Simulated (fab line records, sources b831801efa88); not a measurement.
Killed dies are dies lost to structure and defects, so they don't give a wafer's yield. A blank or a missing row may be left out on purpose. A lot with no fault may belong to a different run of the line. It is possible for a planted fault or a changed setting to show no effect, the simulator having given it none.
Which tool is to blame? | flow sky130 | 13 lots with 38 wafers sampled at 5 steps, on a route of 708 steps

== WHAT THE GAUGES READ, wafer by wafer ==
SKY_METAL2_OVL_MEAS_16. Usual: METAL2_OVL typically reads -2 nm, with standard deviation 5.7.
lot  | measured     | on         | METAL2_OVL (nm) | flag
L824 | day 36 16:14 | overlay-01 | -1 6 -2         |
L826 | day 37 02:59 | overlay-01 | 8 1 7           |
L825 | day 37 04:16 | overlay-01 | 0 0 -3          |
L827 | day 37 12:04 | overlay-02 | 2 -4 -1         |
L829 | day 38 03:16 | overlay-01 | -1 1 -6         |
L830 | day 38 11:58 | overlay-01 | -3 5 -5         |
L836 | day 40 14:47 | overlay-01 | -12 -11         |
L840 | day 41 19:20 | overlay-02 | 3 0 7           |
L842 | day 42 00:24 | overlay-01 | -7 -2 -2        |
L841 | day 42 04:16 | overlay-01 | -10 -11 -3      |
L844 | day 42 13:36 | overlay-01 | -6 -6 -7        |
L845 | day 42 19:55 | overlay-01 | 3 1 -5          |
L846 | day 42 22:03 | overlay-02 | 6 -3 5          |

SKY_VIA2_THK_MEAS_01. Usual: VIA2_HDPCVD_THK typically reads 1180 nm, with standard deviation 11.
lot  | measured     | on            | VIA2_HDPCVD_THK (nm)      | flag
L824 | day 36 17:10 | film_metro-04 | 1173 1189 1197            |
L826 | day 37 04:07 | film_metro-02 | 1188 1185 1187            |
L825 | day 37 05:13 | film_metro-02 | 1184 1173 1160            |
L827 | day 37 13:14 | film_metro-04 | 1180 1156 1196            |
L829 | day 38 04:25 | film_metro-01 | 1189 1165 1185            |
L830 | day 38 13:04 | film_metro-04 | 1190 1176 1188            |
L836 | day 40 15:44 | film_metro-04 | 1171 544 1170 544         | OFF
L840 | day 41 20:17 | film_metro-02 | 1167 550 554 1167 549 554 | OFF
L842 | day 42 01:21 | film_metro-01 | 1175 1170 1187            |
L841 | day 42 05:24 | film_metro-04 | 1179 1192 1167            |
L844 | day 42 14:40 | film_metro-04 | 1190 1163 1184            |
L845 | day 42 21:04 | film_metro-01 | 1183 1184 1196            |
L846 | day 42 23:03 | film_metro-04 | 1187 1176 1177            |

== WHICH TOOL RAN EACH LOT (tool, then ch and the chambers of the sampled wafers, then the start) ==
lot  | SKY_CONTACT_ETCH_17                | SKY_CONTACT_CVD_24            | SKY_VIA2_HDPCVD_00
L824 | rie_diel-02 ch 2,3, day 33 02:42   | cvd_w-02 ch 0,1, day 33 03:26 | hdpcvd-02 ch 0,2, day 36 17:03
L826 | rie_diel-02 ch 0,1, day 33 13:53   | cvd_w-01 ch 0,1, day 33 14:42 | hdpcvd-02 ch 0,1, day 37 03:58
L825 | rie_diel-01 ch 0,1,3, day 33 13:55 | cvd_w-02 ch 0,1, day 33 14:40 | hdpcvd-02 ch 1,2, day 37 05:05
L827 | rie_diel-02 ch 1,2, day 33 23:01   | cvd_w-01 ch 0,1, day 33 23:45 | hdpcvd-02 ch 1,2, day 37 13:06
L829 | rie_diel-02 ch 0,2,3, day 34 14:44 | cvd_w-02 ch 0,1, day 34 15:32 | hdpcvd-01 ch 0,1,2, day 38 04:19
L830 | rie_diel-04 ch 1,2, day 34 23:05   | cvd_w-02 ch 0,1, day 34 23:53 | hdpcvd-02 ch 1,2, day 38 12:52
L836 | rie_diel-01 ch 0,3, day 37 04:51   | cvd_w-01 ch 0, day 37 05:38   | hdpcvd-02 ch 1,2, day 40 15:38
L840 | rie_diel-02 ch 0,3, day 38 10:36   | cvd_w-02 ch 0,1, day 38 11:24 | hdpcvd-02 ch 0,1,2, day 41 20:09
L842 | rie_diel-01 ch 0,1,2, day 38 17:48 | cvd_w-01 ch 0, day 38 18:33   | hdpcvd-01 ch 0,1,2, day 42 01:13
L841 | rie_diel-01 ch 1,2,3, day 38 20:09 | cvd_w-01 ch 0,1, day 38 20:53 | hdpcvd-01 ch 0,2, day 42 05:16
L844 | rie_diel-02 ch 0,3, day 39 06:47   | cvd_w-02 ch 0, day 39 07:32   | hdpcvd-01 ch 1,2, day 42 14:29
L845 | rie_diel-01 ch 2,3, day 39 13:34   | cvd_w-01 ch 0,1, day 39 14:21 | hdpcvd-01 ch 0,1,2, day 42 20:58
L846 | rie_diel-02 ch 1,2, day 39 15:50   | cvd_w-02 ch 0,1, day 39 16:35 | hdpcvd-01 ch 0,1,2, day 42 22:56
- SKY_CONTACT_ETCH_17: etches SiO2 in C4F8/O2/Ar, stops on Si3N4, target depth 340 nm.
- SKY_CONTACT_CVD_24: deposits W, target thk 340 nm, time 102.12 s.
- SKY_VIA2_HDPCVD_00: deposits SiO2, target thk 1180 nm, time 196.7 s.

== WHAT THE TOOLS THEMSELVES READ (means of the sampled wafers that have a number; where no wafer has one, the mark that the record gives instead) ==
SKY_CONTACT_ETCH_17. Usual: 0.892 a.u. for oes_product_au, sd 0.0044.
lot  | tool        | oes_product_au (a.u.) | flag
L824 | rie_diel-02 | 0.885                 |
L826 | rie_diel-02 | 0.889                 |
L825 | rie_diel-01 | 0.889                 |
L827 | rie_diel-02 | 0.890                 |
L829 | rie_diel-02 | 0.894                 |
L830 | rie_diel-04 | 0.891                 |
L836 | rie_diel-01 | 0.895                 |
L840 | rie_diel-02 | 0.894                 |
L842 | rie_diel-01 | 0.890                 |
L841 | rie_diel-01 | 0.891                 |
L844 | rie_diel-02 | 0.892                 |
L845 | rie_diel-01 | 0.896                 |
L846 | rie_diel-02 | 0.894                 |

SKY_CONTACT_CVD_24. Usual: 901 W for heater_power_w, sd 83.
lot  | tool     | heater_power_w (W) | flag
L824 | cvd_w-02 | 914                |
L826 | cvd_w-01 | 963                |
L825 | cvd_w-02 | 859                |
L827 | cvd_w-01 | 956                |
L829 | cvd_w-02 | 927                |
L830 | cvd_w-02 | 943                |
L836 | cvd_w-01 | 1010               |
L840 | cvd_w-02 | 921                |
L842 | cvd_w-01 | 1004               |
L841 | cvd_w-01 | 965                |
L844 | cvd_w-02 | 738                |
L845 | cvd_w-01 | 959                |
L846 | cvd_w-02 | 792                |

== THE ANSWER, worked out from the rows above alone ==
Rule: take the mean of a lot's wafers that have a number; if it is more than 3 standard deviations from the usual mean, the lot is off. A lot without any number at a reading at which 4 lots or more have one is off too. All remaining lots with rows at the step are treated as sound. After the gauges, taken in route order, come the tools' own readings; for these a lot's mean is taken, as printed above. At the first step where some lot is off, the reading lying furthest off is the one used; lots without a number count as furthest.
Off: L836, L840, seen at SKY_VIA2_THK_MEAS_01 (VIA2_HDPCVD_THK).
A tool fits if, at a process step before that reading, it ran every lot that is off, and no sound lot after the first of them. Gauges at SKY_VIA2_THK_MEAS_01: tried the same way as those tools. One fits: hdpcvd-02 at SKY_VIA2_HDPCVD_00. A fault onset in the window from L830 (day 38 12:52, its last sound lot) to L836 (day 40 15:38, its first lot off) fits.

== WHAT THE SIMULATOR HAD PUT IN ==
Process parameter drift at SKY_VIA2_HDPCVD_00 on hdpcvd-02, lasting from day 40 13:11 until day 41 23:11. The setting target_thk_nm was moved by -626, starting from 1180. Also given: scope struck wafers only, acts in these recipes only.
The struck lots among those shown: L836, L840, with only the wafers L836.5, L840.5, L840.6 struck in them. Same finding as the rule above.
